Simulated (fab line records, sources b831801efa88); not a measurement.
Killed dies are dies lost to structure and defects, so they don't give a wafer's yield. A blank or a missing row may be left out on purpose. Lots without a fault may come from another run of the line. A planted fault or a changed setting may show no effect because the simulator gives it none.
fab line records | flow sky130
record lots=24 wafers=72 last_day=50
route steps=708 shown CAP2M@615 METAL4@634 VIA4@640 PASSIVATION@693
lots that met no fault: from a run of the same line without faults
start_h: hours from the record's first day to the start of the lot's first wafer shown | wait_h: hours since the lot's step before | " the same as in the row above | L1.1+2: a row that stands for several wafers | - no value, or no start given | * or withheld: withheld | < > ~ a bound
route shown NAME@n: a module of which the file shows steps, and the number in the route of the first | usual: mean/standard deviation of fault-free wafers | same: alike in all rows | chamber/n: place in a boat | sites: the reading at each site | _std_site: their standard deviation | _edge_site: outer sites' mean less inner sites' | radius_mm: how far each site lies from the wafer's centre | mask NAME#n: copy n | behind: the tool/chamber that last shaped the wafer | hold: why the lot was held/for how many hours/how that ended | device: the transistor (n, p or np) that didn't switch | end of line: the same wafers' tests at the end of the route | a step without rows: its recipe alone | killed: dies lost to structure and defects at the first sort, not the wafer's yield | map: a wafer's dies, x killed, . not, _ none there
set.NAME: the setting as run; set.NAME@STEP: as run at that earlier step | model.NAME: the simulator's own value behind a step, which no gauge read
steps of the route over a sample of lots; a table a step, a row a wafer
services: from which hour (start_h, from the record's first day; less than 0 if before it) a tool's chamber was out of use, for how many hours, and why
## steps
# step SKY_CAP2M_OVL_MEAS_12
# usual CAP2M_OVL=-0.7/1.6
# columns lot.wafer tool chamber start_h wait_h CAP2M_OVL[nm]
L074.1 overlay-02 - 957.34 0.1 -1.6
L074.3 " - " " -1.0
L074.5 " - " " -1.7
L075.1 overlay-02 - 963.29 0.1 -2.3
L075.4 " - " " -2.6
L075.6 " - " " -2.0
L076.1 overlay-01 - 974.50 0.1 -1.9
L076.2 " - " " -3.4
L076.5 " - " " -2.2
L077.2 overlay-02 - 983.65 0.1 -0.7
L077.3 " - " " -3.0
L077.5 " - " " -2.7
L078.1 overlay-01 - 984.84 0.1 -1.9
L078.2 " - " " 0.2
L078.6 " - " " -1.2
L079.1 overlay-01 - 996.24 0.1 0.1
L079.2 " - " " -0.7
L079.4 " - " " -0.5
L080.2 overlay-01 - 1005.35 0.1 1.6
L080.3 " - " " 1.1
L080.4 " - " " 3.3
L081.1 overlay-02 - 1014.90 0.1 1.6
L081.3 " - " " -1.7
L081.5 " - " " 0.3
L082.4 overlay-01 - 1016.37 0.1 -1.8
L082.5 " - " " -0.8
L082.6 " - " " -2.0
L083.2 overlay-02 - 1021.55 0.1 -3.5
L083.4 " - " " -1.4
L083.6 " - " " -2.2
L084.1 overlay-02 - 1025.95 0.1 -4.1
L084.3 " - " " -3.2
L084.5 " - " " -3.4
L085.1 overlay-02 - 1033.10 0.1 -3.3
L085.3 " - " " -1.6
L085.5 " - " " -2.8
L086.2 overlay-02 - 1040.05 0.1 -1.3
L086.4 " - " " -0.1
L086.5 " - " " 0.0
L087.4 overlay-01 - 1047.06 0.1 0.7
L087.5 " - " " 0.2
L087.6 " - " " 0.4
L088.1 overlay-02 - 1050.79 0.1 2.2
L088.3 " - " " 2.7
L088.6 " - " " -0.5
L089.3 overlay-02 - 1064.27 0.1 -0.9
L089.4 " - " " -0.8
L089.5 " - " " 2.5
L090.3 overlay-02 - 1072.30 0.1 -0.1
L090.4 " - " " 0.6
L090.6 " - " " -0.2
L091.1 overlay-02 - 1072.70 0.1 -2.4
L091.4 " - " " -4.2
L091.5 " - " " -1.5
L092.3 overlay-02 - 1074.62 0.1 -0.9
L092.4 " - " " 0.0
L092.5 " - " " 1.7
L093.3 overlay-01 - 1083.75 0.1 -0.5
L093.4 " - " " 2.5
L093.6 " - " " 2.2
L094.1 overlay-02 - 1088.15 0.1 -2.5
L094.3 " - " " -1.6
L094.5 " - " " 0.5
L095.1 overlay-02 - 1098.45 0.1 -2.7
L095.4 " - " " -0.3
L095.6 " - " " 0.1
L096.1 overlay-01 - 1108.94 0.1 3.3
L096.5 " - " " 1.1
L096.6 " - " " 2.6
L097.3 overlay-01 - 1114.40 0.1 -0.8
L097.4 " - " " -0.1
L097.5 " - " " 0.4
# step SKY_METAL4_METAL_ETCH_18
# recipe target_depth_a=8450 stop_on=SiO2 over_etch_frac=0.3 time_s=183.1 chemistry=Cl2/BCl3 resist_sidewall_deg=88 pressure_mtorr=10 icp_w=900 bias_w=48.5 Cl2_flow_sccm=60 bcl3_flow_sccm=30
# usual drypump_motor_current_A=5.8/0.43 oes_product_au=0.867/0.0068 throttle_valve_pct=22.264/0.0098
# same over_etch_frac=0.3
# columns lot.wafer tool chamber start_h wait_h drypump_motor_current_A oes_product_au rf_hours_counter_h throttle_valve_pct
L074.1 rie_metal-04 1 982.70 0.0 5.6 0.861 10 22.272
L074.3 " 1 " " 5.6 0.857 - 22.271
L074.5 " 1 " " 5.6 0.871 - 22.264
L075.1 rie_metal-02 1 988.09 0.0 5.5 0.876 18 22.267
L075.4 " 1 " " 5.5 0.875 - 22.259
L075.6 " 1 " " 5.5 0.871 - 22.247
L076.1 rie_metal-03 1 999.57 0.1 5.4 0.861 12 22.265
L076.2 " 0 " " 5.6 0.865 8 22.262
L076.5 " 0 " " 5.6 0.855 - 22.248
L077.2 rie_metal-02 1 1008.11 0.0 5.5 0.868 19 22.261
L077.3 " 1 " " 5.5 0.865 - 22.263
L077.5 " 0 " " 5.8 0.875 - 22.257
L078.1 rie_metal-02 1 1009.25 0.0 5.5 0.867 20 22.275
L078.2 " 0 " " 5.9 0.846 7 22.256
L078.6 " 0 " " 5.8 0.868 - 22.252
L079.1 rie_metal-02 1 1020.49 0.0 5.5 0.871 20 22.272
L079.2 " 0 " " 5.8 0.861 7 22.252
L079.4 " 0 " " 5.8 0.861 - 22.259
L080.2 rie_metal-04 0 1029.45 0.0 6.8 0.874 9 22.284
L080.3 " 0 " " 6.8 0.853 - 22.272
L080.4 " 1 " " 5.6 0.875 - 22.280
L081.1 rie_metal-03 1 1038.46 0.0 5.5 0.871 14 22.292
L081.3 " 1 " " 5.4 0.866 - 22.260
L081.5 " 0 " " 5.7 0.856 - 22.261
L082.4 rie_metal-03 0 1040.10 0.1 5.6 0.865 - 22.260
L082.5 " 0 " " 5.6 0.875 - 22.271
L082.6 " 1 " " 5.4 0.862 - 22.258
L083.2 rie_metal-03 1 1045.45 0.0 5.4 0.859 15 22.257
L083.4 " 1 " " 5.4 0.869 - 22.264
L083.6 " 0 " " 5.6 0.869 - 22.245
L084.1 rie_metal-04 0 1049.35 0.0 6.8 0.860 10 22.284
L084.3 " 0 " " 6.8 0.863 - 22.268
L084.5 " 0 " " 6.8 0.864 - 22.275
L085.1 rie_metal-03 1 1056.31 0.0 5.4 0.878 15 22.253
L085.3 " 1 " " 5.4 0.882 - 22.266
L085.5 " 1 " " 5.5 0.886 - 22.277
L086.2 rie_metal-03 0 1063.02 0.0 5.7 0.873 12 22.263
L086.4 " 1 " " 5.5 0.867 - 22.268
L086.5 " 1 " " 5.5 0.871 - 22.265
L087.4 rie_metal-02 0 1070.16 0.2 5.8 0.860 - 22.275
L087.5 " 0 " " 5.8 0.869 - 22.267
L087.6 " 0 " " 5.9 0.862 - 22.267
L088.1 rie_metal-02 0 1073.30 0.0 5.8 0.867 11 22.244
L088.3 " 0 " " 5.8 0.871 - 22.277
L088.6 " 0 " " 5.8 0.870 - 22.272
L089.3 rie_metal-04 1 1086.22 0.1 5.6 0.864 - 22.242
L089.4 " 0 " " 6.8 0.856 - 22.266
L089.5 " 1 " " 5.6 0.855 - 22.263
L090.3 rie_metal-04 0 1093.96 0.1 6.8 0.870 - 22.259
L090.4 " 1 " " 5.6 0.885 - 22.261
L090.6 " 0 " " 6.8 0.868 - 22.251
L091.1 rie_metal-03 1 1094.36 0.0 5.4 0.872 18 22.269
L091.4 " 1 " " 5.5 0.867 - 22.272
L091.5 " 1 " " 5.4 0.859 - 22.262
L092.3 rie_metal-03 1 1096.35 0.1 5.4 0.867 - 22.254
L092.4 " 0 " " 5.7 0.865 - 22.262
L092.5 " 1 " " 5.4 0.863 - 22.262
L093.3 rie_metal-02 1 1105.26 0.1 5.4 0.869 - 22.266
L093.4 " 0 " " 5.8 0.866 - 22.261
L093.6 " 1 " " 5.5 0.868 - 22.270
L094.1 rie_metal-03 1 1108.84 0.0 5.5 0.876 20 22.269
L094.3 " 0 " " 5.6 0.871 - 22.271
L094.5 " 1 " " 5.5 0.878 - 22.262
L095.1 rie_metal-04 0 1119.36 0.0 6.8 0.866 15 22.241
L095.4 " 0 " " 6.8 0.874 - 22.251
L095.6 " 1 " " 5.6 0.861 - 22.256
L096.1 rie_metal-03 1 1129.99 0.0 5.4 0.870 21 22.269
L096.5 " 0 " " 5.6 0.867 - 22.264
L096.6 " 1 " " 5.4 0.879 - 22.268
L097.3 rie_metal-04 0 1134.31 0.1 6.8 0.865 - 22.273
L097.4 " 1 " " 5.7 0.862 - 22.265
L097.5 " 1 " " 5.6 0.854 - 22.275
# step SKY_VIA4_THK_MEAS_01
# recipe reads=SiO2_of_VIA4_HDPCVD_00
# usual VIA4_HDPCVD_THK=1749/19
# columns lot.wafer tool chamber start_h wait_h VIA4_HDPCVD_THK[nm]
L074.1 film_metro-01 - 983.65 0.1 1784
L074.3 " - " " 1753
L074.5 " - " " 1773
L075.1 film_metro-01 - 989.03 0.1 1765
L075.4 " - " " 1770
L075.6 " - " " 1741
L076.1 film_metro-01 - 1001.09 0.1 1776
L076.2 " - " " 1760
L076.5 " - " " 1785
L077.2 film_metro-04 - 1009.07 0.1 1732
L077.3 " - " " 1772
L077.5 " - " " 1747
L078.1 film_metro-04 - 1010.23 0.1 1755
L078.2 " - " " 1757
L078.6 " - " " 1752
L079.1 film_metro-01 - 1021.48 0.1 1779
L079.2 " - " " 1737
L079.4 " - " " 1764
L080.2 film_metro-04 - 1030.40 0.1 1780
L080.3 " - " " 1780
L080.4 " - " " 1759
L081.1 film_metro-04 - 1039.92 0.1 1708
L081.3 " - " " 1748
L081.5 " - " " 1733
L082.4 film_metro-01 - 1041.43 0.0 1739
L082.5 " - " " 1732
L082.6 " - " " 1710
L083.2 film_metro-01 - 1046.46 0.1 1762
L083.4 " - " " 1765
L083.6 " - " " 1764
L084.1 film_metro-04 - 1050.73 0.1 1730
L084.3 " - " " 1741
L084.5 " - " " 1718
L085.1 film_metro-02 - 1057.26 0.1 1759
L085.3 " - " " 1728
L085.5 " - " " 1733
L086.2 film_metro-04 - 1063.98 0.1 1716
L086.4 " - " " 1718
L086.5 " - " " 1731
L087.4 film_metro-04 - 1071.18 0.0 1710
L087.5 " - " " 1731
L087.6 " - " " 1735
L088.1 film_metro-04 - 1074.42 0.1 1760
L088.3 " - " " 1778
L088.6 " - " " 1742
L089.3 film_metro-01 - 1087.16 0.1 1749
L089.4 " - " " 1719
L089.5 " - " " 1735
L090.3 film_metro-01 - 1094.88 0.1 1733
L090.4 " - " " 1769
L090.6 " - " " 1733
L091.1 film_metro-04 - 1095.31 0.1 1766
L091.4 " - " " 1760
L091.5 " - " " 1742
L092.3 film_metro-04 - 1097.26 0.1 1761
L092.4 " - " " 1738
L092.5 " - " " 1710
L093.3 film_metro-01 - 1106.17 0.1 1759
L093.4 " - " " 1781
L093.6 " - " " 1764
L094.1 film_metro-01 - 1109.82 0.1 1778
L094.3 " - " " 1766
L094.5 " - " " 1733
L095.1 film_metro-01 - 1120.39 0.2 1732
L095.4 " - " " 1754
L095.6 " - " " 1730
L096.1 film_metro-04 - 1131.00 0.1 1759
L096.5 " - " " 1751
L096.6 " - " " 1744
L097.3 film_metro-01 - 1135.22 0.1 1727
L097.4 " - " " 1726
L097.5 " - " " 1759
# step SKY_VIA4_CVD_18
# recipe material=W target_thk_nm=505 time_s=152.14 temp_c=400 pressure_torr=40
# usual heater_power_w=836/85
# columns lot.wafer tool chamber start_h wait_h heater_power_w
L074.1 cvd_w-01 0 1008.21 0.0 930
L074.3 " 0 " " 913
L074.5 " 0 " " 927
L075.1 cvd_w-01 0 1012.77 0.0 925
L075.4 " 0 " " 923
L075.6 " 0 " " 920
L076.1 cvd_w-02 0 1024.81 0.0 889
L076.2 " 1 " " 768
L076.5 " 0 " " 903
L077.2 cvd_w-01 0 1032.43 0.0 922
L077.3 " 0 " " 940
L077.5 " 0 " " 917
L078.1 cvd_w-02 1 1034.00 0.0 757
L078.2 " 0 " " 886
L078.6 " 0 " " 901
L079.1 cvd_w-02 1 1045.41 0.0 751
L079.2 " 0 " " 889
L079.4 " 1 " " 781
L080.2 cvd_w-02 0 1054.82 0.0 894
L080.3 " 1 " " 752
L080.4 " 0 " " 896
L081.1 cvd_w-02 1 1062.46 0.0 764
L081.3 " 1 " " 748
L081.5 " 0 " " 867
L082.4 cvd_w-02 0 1064.25 0.1 905
L082.5 " 1 " " 761
L082.6 " 0 " " 909
L083.2 cvd_w-01 1 1068.94 0.0 713
L083.4 " 1 " " 736
L083.6 " 1 " " 703
L084.1 cvd_w-01 0 1073.39 0.0 917
L084.3 " 0 " " 927
L084.5 " 0 " " 923
L085.1 cvd_w-01 1 1079.54 0.0 726
L085.3 " 0 " " 929
L085.5 " 1 " " 722
L086.2 cvd_w-02 1 1086.27 0.0 776
L086.4 " 0 " " 882
L086.5 " 1 " " 751
L087.4 cvd_w-02 0 1093.02 0.1 888
L087.5 " 0 " " 933
L087.6 " 1 " " 758
L088.1 cvd_w-01 1 1096.24 0.0 743
L088.3 " 0 " " 931
L088.6 " 0 " " 958
L089.3 cvd_w-01 1 1108.12 0.1 727
L089.4 " 0 " " 943
L089.5 " 0 " " 926
L090.3 cvd_w-01 1 1115.97 0.1 728
L090.4 " 0 " " 927
L090.6 " 0 " " 944
L091.1 cvd_w-02 1 1116.52 0.0 788
L091.4 " 0 " " 906
L091.5 " 1 " " 755
L092.3 cvd_w-02 1 1118.48 0.1 754
L092.4 " 0 " " 895
L092.5 " 0 " " 907
L093.3 cvd_w-01 1 1127.62 0.1 736
L093.4 " 0 " " 922
L093.6 " 1 " " 718
L094.1 cvd_w-02 1 1131.03 0.0 765
L094.3 " 1 " " 784
L094.5 " 1 " " 771
L095.1 cvd_w-02 1 1140.66 0.0 780
L095.4 " 0 " " 878
L095.6 " 0 " " 903
L096.1 cvd_w-01 1 1150.22 0.0 736
L096.5 " 0 " " 892
L096.6 " 1 " " 723
L097.3 cvd_w-02 1 1154.57 0.1 768
L097.4 " 0 " " 904
L097.5 " 1 " " 758
# step SKY_VIA4_THK_MEAS_20
# recipe thk_meas_gauge=xrf reads=W_of_VIA4_CVD_18
# usual VIA4_W_THK=497/7.6
# columns lot.wafer tool chamber start_h wait_h VIA4_W_THK[nm]
L074.1 film_metro-01 - 1008.64 0.1 506
L074.3 " - " " 496
L074.5 " - " " 492
L075.1 film_metro-01 - 1013.20 0.1 502
L075.4 " - " " 498
L075.6 " - " " 495
L076.1 film_metro-02 - 1025.09 0.1 498
L076.2 " - " " 498
L076.5 " - " " 500
L077.2 film_metro-02 - 1032.71 0.1 488
L077.3 " - " " 492
L077.5 " - " " 488
L078.1 film_metro-02 - 1034.27 0.1 491
L078.2 " - " " 485
L078.6 " - " " 490
L079.1 film_metro-02 - 1045.68 0.1 482
L079.2 " - " " 483
L079.4 " - " " 488
L080.2 film_metro-04 - 1055.10 0.1 493
L080.3 " - " " 502
L080.4 " - " " 494
L081.1 film_metro-04 - 1062.73 0.1 493
L081.3 " - " " 499
L081.5 " - " " 496
L082.4 film_metro-04 - 1064.50 0.1 500
L082.5 " - " " 506
L082.6 " - " " 495
L083.2 film_metro-04 - 1069.23 0.1 500
L083.4 " - " " 505
L083.6 " - " " 507
L084.1 film_metro-04 - 1073.67 0.1 496
L084.3 " - " " 492
L084.5 " - " " 493
L085.1 film_metro-04 - 1079.82 0.1 505
L085.3 " - " " 495
L085.5 " - " " 511
L086.2 film_metro-04 - 1086.55 0.1 501
L086.4 " - " " 491
L086.5 " - " " 499
L087.4 film_metro-04 - 1093.27 0.1 494
L087.5 " - " " 500
L087.6 " - " " 502
L088.1 film_metro-04 - 1096.51 0.1 505
L088.3 " - " " 491
L088.6 " - " " 493
L089.3 film_metro-01 - 1108.36 0.1 510
L089.4 " - " " 497
L089.5 " - " " 503
L090.3 film_metro-04 - 1116.21 0.1 510
L090.4 " - " " 509
L090.6 " - " " 504
L091.1 film_metro-01 - 1116.79 0.1 494
L091.4 " - " " 492
L091.5 " - " " 495
L092.3 film_metro-01 - 1118.72 0.1 500
L092.4 " - " " 484
L092.5 " - " " 502
L093.3 film_metro-01 - 1127.86 0.1 513
L093.4 " - " " 510
L093.6 " - " " 516
L094.1 film_metro-04 - 1131.30 0.1 497
L094.3 " - " " 497
L094.5 " - " " 497
L095.1 film_metro-02 - 1140.94 0.1 496
L095.4 " - " " 488
L095.6 " - " " 485
L096.1 film_metro-02 - 1150.49 0.1 490
L096.5 " - " " 495
L096.6 " - " " 493
L097.3 film_metro-02 - 1154.81 0.1 492
L097.4 " - " " 491
L097.5 " - " " 487
# step SKY_PASSIVATION_STRIP_12
# recipe chemistry=O2/N2 power_w=1400 pressure_mtorr=1500 platen_temp_c=withheld overash_fraction=0.7 o2_flow_sccm=3000 n2_flow_sccm=300
# usual drypump_motor_current_A=5.9/0.3 oes_product_au=0.660/0.0046 strip_time_to_endpoint_s=31.57/0.13
# columns lot.wafer tool chamber start_h wait_h drypump_motor_current_A oes_product_au rf_hours_counter_h strip_time_to_endpoint_s
L074.1 plasma_asher-02 1 1054.85 0.1 6.3 0.662 127 31.83
L074.3 " 0 " " 6.1 0.662 - 31.54
L074.5 " 1 " " 6.3 0.657 - 31.79
L075.1 plasma_asher-04 0 1059.10 0.1 6.3 0.664 64 31.40
L075.4 " 0 " " 6.2 0.656 - 31.37
L075.6 " 1 " " 6.1 0.654 - 31.51
L076.1 plasma_asher-01 1 1070.31 0.1 5.5 0.666 30 31.65
L076.2 " 0 " " 5.8 0.660 30 31.78
L076.5 " 1 " " 5.5 0.656 - 31.63
L077.2 plasma_asher-04 1 1079.26 0.1 6.1 0.664 66 31.64
L077.3 " 1 " " 6.1 0.659 - 31.59
L077.5 " 0 " " 6.3 0.664 - 31.54
L078.1 plasma_asher-01 1 1079.35 0.1 5.4 0.661 31 31.37
L078.2 " 0 " " 5.8 0.657 31 31.49
L078.6 " 1 " " 5.5 0.660 - 31.50
L079.1 plasma_asher-01 0 1090.21 0.1 5.8 0.664 32 31.75
L079.2 " 1 " " 5.5 0.656 32 31.69
L079.4 " 0 " " 5.8 0.657 - 31.69
L080.2 plasma_asher-01 1 1098.30 0.1 5.5 0.668 32 31.41
L080.3 " 0 " " 5.8 0.661 - 31.45
L080.4 " 1 " " 5.5 0.663 - 31.57
L081.1 plasma_asher-01 1 1106.35 0.1 5.4 0.652 33 31.72
L081.3 " 1 " " 5.5 0.658 - 31.59
L081.5 " 1 " " 5.5 0.659 - 31.60
L082.4 plasma_asher-02 1 1107.79 0.1 6.4 0.660 - 31.68
L082.5 " 1 " " 6.4 0.661 - 31.73
L082.6 " 0 " " 6.0 0.662 - 31.64
L083.2 plasma_asher-04 1 1111.65 0.1 6.1 0.656 69 31.64
L083.4 " 1 " " 6.1 0.657 - 31.79
L083.6 " 0 " " 6.2 0.657 - 31.47
L084.1 plasma_asher-01 0 1115.50 0.1 5.8 0.660 34 31.84
L084.3 " 1 " " 5.5 0.661 - 31.75
L084.5 " 1 " " 5.5 0.655 - 31.82
L085.1 plasma_asher-04 1 1122.50 0.1 6.1 0.655 70 31.71
L085.3 " 0 " " 6.2 0.656 - 31.69
L085.5 " 0 " " 6.2 0.666 - 31.71
L086.2 plasma_asher-01 1 1129.45 0.1 5.5 0.666 36 31.51
L086.4 " 0 " " 5.8 0.659 - 31.66
L086.5 " 1 " " 5.5 0.664 - 31.75
L087.4 plasma_asher-02 1 1134.03 0.0 6.3 0.666 - 31.42
L087.5 " 0 " " 6.1 0.657 - 31.64
L087.6 " 1 " " 6.3 0.652 - 31.44
L088.1 plasma_asher-02 0 1137.26 0.1 6.1 0.657 7 31.43
L088.3 " 0 " " 6.0 0.659 - 31.59
L088.6 " 0 " " 6.1 0.661 - 31.50
L089.3 plasma_asher-01 0 1148.94 0.1 5.8 0.657 - 31.55
L089.4 " 1 " " 5.5 0.654 - 31.52
L089.5 " 0 " " 5.8 0.662 - 31.79
L090.3 plasma_asher-04 1 1155.48 0.1 6.1 0.658 - 31.61
L090.4 " 0 " " 6.2 0.663 - 31.55
L090.6 " 0 " " 6.2 0.655 - 31.69
L091.1 plasma_asher-02 0 1156.40 0.1 6.1 0.657 9 31.55
L091.4 " 1 " " 6.3 0.663 - 31.62
L091.5 " 1 " " 6.3 0.657 - 31.40
L092.3 plasma_asher-01 0 1157.09 0.1 5.8 0.664 - 31.34
L092.4 " 1 " " 5.5 0.658 - 31.53
L092.5 " 1 " " 5.5 0.662 - 31.50
L093.3 plasma_asher-01 1 1166.43 0.1 5.5 0.660 - 31.59
L093.4 " 0 " " 5.8 0.658 - 31.68
L093.6 " 1 " " 5.5 0.667 - 31.63
L094.1 plasma_asher-02 0 1168.20 0.1 6.1 0.656 10 31.37
L094.3 " 0 " " 6.1 0.663 - 31.41
L094.5 " 0 " " 6.1 0.659 - 31.55
L095.1 plasma_asher-02 0 1176.91 0.1 6.1 0.659 11 31.54
L095.4 " 1 " " 6.3 0.658 - 31.55
L095.6 " 0 " " 6.1 0.659 - 31.41
L096.1 plasma_asher-01 0 1186.36 0.1 5.9 0.660 41 31.60
L096.5 " 1 " " 5.5 0.654 - 31.48
L096.6 " 0 " " 5.9 0.655 - 31.65
L097.3 plasma_asher-02 0 1189.34 0.1 6.1 0.669 - 31.49
L097.4 " 1 " " 6.3 0.657 - 31.44
L097.5 " 0 " " 6.1 0.654 - 31.59
## services
# columns tool chamber start_h hours kind
plasma_asher-01 - 961.11 3.3 repair
cvd_w-01 - 998.31 2.8 pm
cvd_w-01 1 1006.05 12.3 repair
cvd_w-02 - 1010.77 0.5 repair
cvd_w-02 - 1026.31 6.0 pm
cvd_w-01 - 1043.62 0.8 repair
cvd_w-01 1 1049.21 3.7 repair
plasma_asher-02 - 1055.29 9.0 pm
plasma_asher-02 0 1055.29 9.0 vent_cycle
plasma_asher-02 1 1055.29 9.0 vent_cycle
plasma_asher-02 0 1064.29 - clean
plasma_asher-02 1 1064.29 - clean
cvd_w-01 - 1084.24 6.0 pm
plasma_asher-04 - 1085.75 1.5 repair
rie_metal-02 - 1100.26 0.9 repair
rie_metal-03 - 1110.64 0.6 repair
rie_metal-02 - 1148.13 2.1 repair
plasma_asher-04 - 1160.90 2.5 repair
rie_metal-04 1 1171.31 23.1 repair
cvd_w-01 0 1172.25 5.0 repair
rie_metal-04 0 1181.31 16.4 repair
cvd_w-01 - 1182.04 1.7 repair
rie_metal-02 - 1185.29 2.8 pm
cvd_w-01 - 1189.20 1.1 repair
## key
fault none
